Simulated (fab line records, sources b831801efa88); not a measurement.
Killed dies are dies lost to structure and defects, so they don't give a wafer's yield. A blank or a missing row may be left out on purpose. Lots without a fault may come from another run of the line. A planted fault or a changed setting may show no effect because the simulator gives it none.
Which tool did it? | flow sky130 | 7 lots, 21 wafers sampled, at 1 step of a route of 708

WHAT THE GAUGES READ, wafer by wafer
SKY_FIELD_ISO_BOW_MEAS_00.
lot  | measured    | on            | INCOMING_BOW (um)
L632 | day 1 20:02 | film_metro-03 | 5 -9 -6
L635 | day 2 11:01 | film_metro-04 | -5 0 12
L637 | day 2 21:00 | film_metro-04 | 9 14 -8
L643 | day 4 03:00 | film_metro-03 | 0 -6 -5
L647 | day 4 23:02 | film_metro-03 | 7 -2 -9
L651 | day 5 19:00 | film_metro-04 | -6 -11 -5
L653 | day 6 05:01 | film_metro-01 | 19 11 1

WHICH TOOL RAN EACH LOT (tool, then ch and the chambers of the sampled wafers, then the start)
The record holds no process step before these readings.

THE ANSWER, worked out from the rows above alone
Rule: what is usual is taken from the lots themselves. Put in order of their means at a reading, lots are off if they are a third of the lots or fewer, leave a main group of 4 or more, and stand apart from it by a gap of 3 or more times the standard deviation of the main group's means; of several such gaps the widest counts. A main group whose means are all the same, to the digits that the tables above print for the reading, isn't used. A lot without any number at a reading at which 4 lots or more have one is off too. The other lots that the step has rows for count as sound.
No lot is off at any reading shown: from this, nothing can be told.

WHAT THE SIMULATOR HAD PUT IN
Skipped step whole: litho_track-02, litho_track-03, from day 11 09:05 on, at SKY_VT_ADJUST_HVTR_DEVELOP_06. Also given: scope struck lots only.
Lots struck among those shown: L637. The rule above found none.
